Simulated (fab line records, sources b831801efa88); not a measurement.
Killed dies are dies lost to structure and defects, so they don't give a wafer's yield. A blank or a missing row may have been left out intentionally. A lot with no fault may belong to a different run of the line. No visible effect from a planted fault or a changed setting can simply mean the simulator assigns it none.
2 desks, one fault    flow gf180mcu    each desk has only its own numbers; what lay behind them comes last

== AT THE METROLOGY DESK ==
What the gauges read, lot by lot, whatever tool the lot ran on: means of the sampled wafers that have a number. A lot is out of limits, marked OUT, if its mean lies more than 4 standard deviations from the usual mean; the brackets give that distance.
Columns: A = STI_CVD_23_THK at GF_STI_THK_MEAS_24, usual 652 nm; B = LVPWELL_OVL at GF_LVPWELL_OVL_MEAS_07, usual -0.4 nm; C = MVPSD_TW at GF_MVPSD_TW_MEAS_11, usual 551; D = MVPSD_RS at GF_VT_IMPLANT_RS_MEAS_49, usual 1168 ohm/sq
lot   first seen here  A    B     C               D
L897  day 2 03:29      649  0.5   545             1162
L899  day 2 14:48      638  -0.1  545             1167
L901  day 3 00:37      658  0.9   556             1166
L903  day 3 10:38      664  -0.8  556             1171
L907  day 4 08:02      636  -2.1  603 (+8.2) OUT  1320 (+37) OUT
L908  day 4 12:35      651  -1.0  589 (+6.0) OUT  1315 (+36) OUT
L911  day 5 05:49      650  0.0   556             1175
L915  day 6 01:12      648  0.5   558             1166
L916  day 6 07:46      660  -0.7  544             1168
L918  day 6 15:58      649  -0.1  558             1166
L919  day 6 20:37      646  -0.7  554             1168
L920  day 7 01:45      653  -0.3  547             1176
This desk's finding: out of limits on L907, L908; first on L907, day 7 13:08 (MVPSD_TW at GF_MVPSD_TW_MEAS_11). Within limits: L897, L899, L901, L903, L911, L915, L916, L918, L919, L920.

== THE TOOL OWNER'S DESK: implanter-03 ==
The tool's own readings at GF_MVPSD_IMPLANT_08, given as means over the sampled wafers that have a number, one for each lot that went through this tool. A lot is out of limits, marked OUT, if its mean lies more than 4 standard deviations from the usual mean; the brackets give that distance.
Columns: A = beam_on_s at GF_MVPSD_IMPLANT_08, usual 10.00 s; B = tilt_deg at GF_MVPSD_IMPLANT_08, usual -0.001 degrees
lot   first seen here  A      B
L899  day 5 11:38      10.03  -0.004
L901  day 5 23:35      10.20  0.008
L907  day 7 12:44      10.09  3.177 (+99 or more) OUT
L908  day 7 17:56      9.88   3.166 (+99 or more) OUT
This desk finds L907, L908 out of limits, L907 being first, at day 7 12:44 (tilt_deg at GF_MVPSD_IMPLANT_08). Within limits: L899, L901.

== TAKEN TOGETHER ==
The tool owner's desk had the chance to raise an alarm at day 7 12:44 on L907, L908.
On L907, L908, the metrology desk was in a position to raise an alarm at day 7 13:08.
GF_MVPSD_IMPLANT_08 was run on implanter-03 by each of the lots named.

== WHAT WAS PUT IN BY THE SIMULATOR ==
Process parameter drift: implanter-03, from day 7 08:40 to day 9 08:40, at GF_MVPSD_IMPLANT_08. From 0, the setting tilt_deg moved by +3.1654. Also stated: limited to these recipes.
Lots struck among those shown: L907, L908.
Counting hours from when the fault started, the first reading out of limits came at 4 for the tool owner's desk and at 4 for the metrology desk.
